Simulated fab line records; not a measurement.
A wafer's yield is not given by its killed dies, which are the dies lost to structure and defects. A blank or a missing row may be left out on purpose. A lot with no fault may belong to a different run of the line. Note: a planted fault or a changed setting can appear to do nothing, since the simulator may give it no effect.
Shared-tool check + flow gf180mcu + 13 lots and 45 wafers in the sample

THE REASON FOR OPENING IT
GF_DNWELL_TW_MEAS_09, reading DNWELL_TW: flagged on 2 of 13 lots. Fault-free wafers read 1338, with a standard deviation of 15.
Rule: a lot is flagged in two cases, either no wafer of it has a number, or all its wafers with numbers fall more than 4 standard deviations from that mean. All remaining lots are regarded as sound.

| lot  | measured    | on            | DNWELL_TW, wafer by wafer     | flag    |
|------|-------------|---------------|-------------------------------|---------|
| L699 | day 2 20:31 | film-metro-02 | 1338 1340 1338                |         |
| L700 | day 3 00:08 | film-metro-02 | 1332 1341 1343                |         |
| L702 | day 3 16:11 | film-metro-02 | 1329 1340 1334                |         |
| L704 | day 3 22:55 | film-metro-02 | 1337 1328 1332                |         |
| L706 | day 4 10:52 | film-metro-03 | 1337 1341 1333                |         |
| L707 | day 4 14:10 | film-metro-02 | 1333 1328 1336                |         |
| L708 | day 4 18:15 | film-metro-03 | 1335 1328 1336                |         |
| L709 | day 5 00:55 | film-metro-02 | 1330 1338 1337                |         |
| L710 | day 5 05:41 | film-metro-03 | 1316 1322 1321                |         |
| L712 | day 5 17:08 | film-metro-01 | 1363 1358 1358                |         |
| L718 | day 6 23:16 | film-metro-02 | 1502 1495 1498 1502 1504 1500 | FLAGGED |
| L721 | day 7 14:52 | film-metro-03 | 1497 1491 1486 1499 1491 1490 | FLAGGED |
| L722 | day 7 20:19 | film-metro-02 | 1334 1327 1335                |         |
Average over the flagged lots: 1496; offset from the usual +158, equal to +11 standard deviations.

LOT BY LOT: THE TOOL USED
The record keeps 1 process step preceding the reading, out of 602 steps on the route. Read each cell as the tool, then ch plus the chambers that the sampled wafers visited, then the start.
| lot  | flag    | GF_DNWELL_IMPLANT_07           |
|------|---------|--------------------------------|
| L699 |         | implanter-04 ch 0, day 2 20:17 |
| L700 |         | implanter-02 ch 0, day 2 23:56 |
| L702 |         | implanter-01 ch 0, day 3 15:59 |
| L704 |         | implanter-04 ch 0, day 3 22:41 |
| L706 |         | implanter-01 ch 0, day 4 10:37 |
| L707 |         | implanter-02 ch 0, day 4 13:55 |
| L708 |         | implanter-01 ch 0, day 4 18:00 |
| L709 |         | implanter-04 ch 0, day 5 00:40 |
| L710 |         | implanter-02 ch 0, day 5 05:29 |
| L712 |         | implanter-04 ch 0, day 5 16:55 |
| L718 | FLAGGED | implanter-02 ch 0, day 6 23:01 |
| L721 | FLAGGED | implanter-02 ch 0, day 7 14:38 |
| L722 |         | implanter-04 ch 0, day 7 20:04 |
These steps, and what they do:
- GF_DNWELL_IMPLANT_07
- GF_DNWELL_TW_MEAS_09

FLAGGED AGAINST TOTAL, ONE TOOL AT A TIME (gauges that did the reading follow at the end)
| step                 | tool          | lots run | flagged | share of the flagged lots | sound lots run after its first flagged lot |
|----------------------|---------------|----------|---------|---------------------------|--------------------------------------------|
| GF_DNWELL_IMPLANT_07 | implanter-01  | 3        | 0       | none                      | -                                          |
| GF_DNWELL_IMPLANT_07 | implanter-02  | 5        | 2       | all                       | 0                                          |
| GF_DNWELL_IMPLANT_07 | implanter-04  | 5        | 0       | none                      | -                                          |
| GF_DNWELL_TW_MEAS_09 | film-metro-01 | 1        | 0       | none                      | -                                          |
| GF_DNWELL_TW_MEAS_09 | film-metro-02 | 8        | 1       | some                      | 1 (L722)                                   |
| GF_DNWELL_TW_MEAS_09 | film-metro-03 | 4        | 1       | some                      | 0                                          |

WHAT THE TABLE ALLOWS
In the table, 1 row covers all flagged lots: implanter-02 at GF_DNWELL_IMPLANT_07.
- implanter-02 at GF_DNWELL_IMPLANT_07: 2 of its 5 lots flagged. Last sound lot L710 at day 5 05:29, first flagged lot L718 at day 6 23:01; a fault beginning in between fits. Its own readings (tilt-deg) fall more than 4 standard deviations out on all wafers of the flagged lots.
One tool is left: implanter-02 at GF_DNWELL_IMPLANT_07.

WHAT WAS PUT IN BY THE SIMULATOR
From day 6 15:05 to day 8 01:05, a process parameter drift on implanter-02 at GF_DNWELL_IMPLANT_07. Setting tilt-deg, moved by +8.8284, from 0. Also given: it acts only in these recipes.
Lots struck among those shown: L718, L721. The rule above reached the same finding.
